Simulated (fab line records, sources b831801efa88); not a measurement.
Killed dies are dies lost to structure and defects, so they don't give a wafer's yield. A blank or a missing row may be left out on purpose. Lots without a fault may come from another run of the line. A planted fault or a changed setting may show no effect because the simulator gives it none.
Which tool did it? | flow gf180mcu | 6 lots, 18 wafers sampled, at 3 steps of a route of 602

WHAT THE GAUGES READ, wafer by wafer
GF_M4_CD_MEAS_14: target cd 280 nm.
lot  | measured     | on        | cd_nm (nm)
L156 | day 23 21:25 | cd_sem-02 | 279.3 278.7 278.8
L161 | day 25 13:27 | cd_sem-02 | 278.6 279.5 278.7
L166 | day 27 08:05 | cd_sem-01 | 263.3 263.9 263.1
L168 | day 28 03:48 | cd_sem-02 | 276.9 278.9 279.1
L170 | day 28 09:56 | cd_sem-02 | 280.5 281.4 280.4
L177 | day 30 08:54 | cd_sem-01 | 280.2 279.4 280.1

WHICH TOOL RAN EACH LOT (tool, then ch and the chambers of the sampled wafers, then the start)
lot  | GF_M3_SPUTTER_04             | GF_M4_SOFTBAKE_10
L156 | pvd_sputter-04, day 20 19:53 | litho_track-03 ch 0, day 23 10:13
L161 | pvd_sputter-02, day 22 15:21 | litho_track-03 ch 0, day 25 02:41
L166 | pvd_sputter-04, day 24 13:25 | litho_track-02 ch 0, day 26 21:36
L168 | pvd_sputter-02, day 25 10:53 | litho_track-03 ch 0, day 27 17:26
L170 | pvd_sputter-02, day 25 18:03 | litho_track-03 ch 0, day 27 23:59
L177 | pvd_sputter-04, day 27 20:40 | litho_track-03 ch 0, day 29 23:56
- GF_M3_SPUTTER_04: material TiN, target thk 50 nm, time 41.7 s.
- GF_M4_SOFTBAKE_10: time 60 s.

THE ANSWER, worked out from the rows above alone
Rule: what is usual is taken from the lots themselves. Put in order of their means at a reading, lots are off if they are a third of the lots or fewer, leave a main group of 4 or more, and stand apart from it by a gap of 3 or more times the standard deviation of the main group's means; of several such gaps the widest counts. A main group whose means are all the same, to the digits that the tables above print for the reading, isn't used. A lot without any number at a reading at which 4 lots or more have one is off too. The other lots that the step has rows for count as sound.
Off: L166, at GF_M4_CD_MEAS_14 (cd_nm). The main group: mean 279.4 nm, standard deviation 0.87.
A tool fits if, at a process step before that reading, it ran every lot that is off, and no sound lot after the first of them. The gauges at GF_M4_CD_MEAS_14 are tried like those tools. One fits: litho_track-02 at GF_M4_SOFTBAKE_10. It ran no sound lot before its first lot that is off in this sample, so the start can't be narrowed down.

WHAT THE SIMULATOR HAD PUT IN
Process parameter drift: litho_track-02, from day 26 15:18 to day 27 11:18, at GF_M4_SOFTBAKE_10. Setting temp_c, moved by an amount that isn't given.
Lots struck among those shown: L166. The rule above found the same.
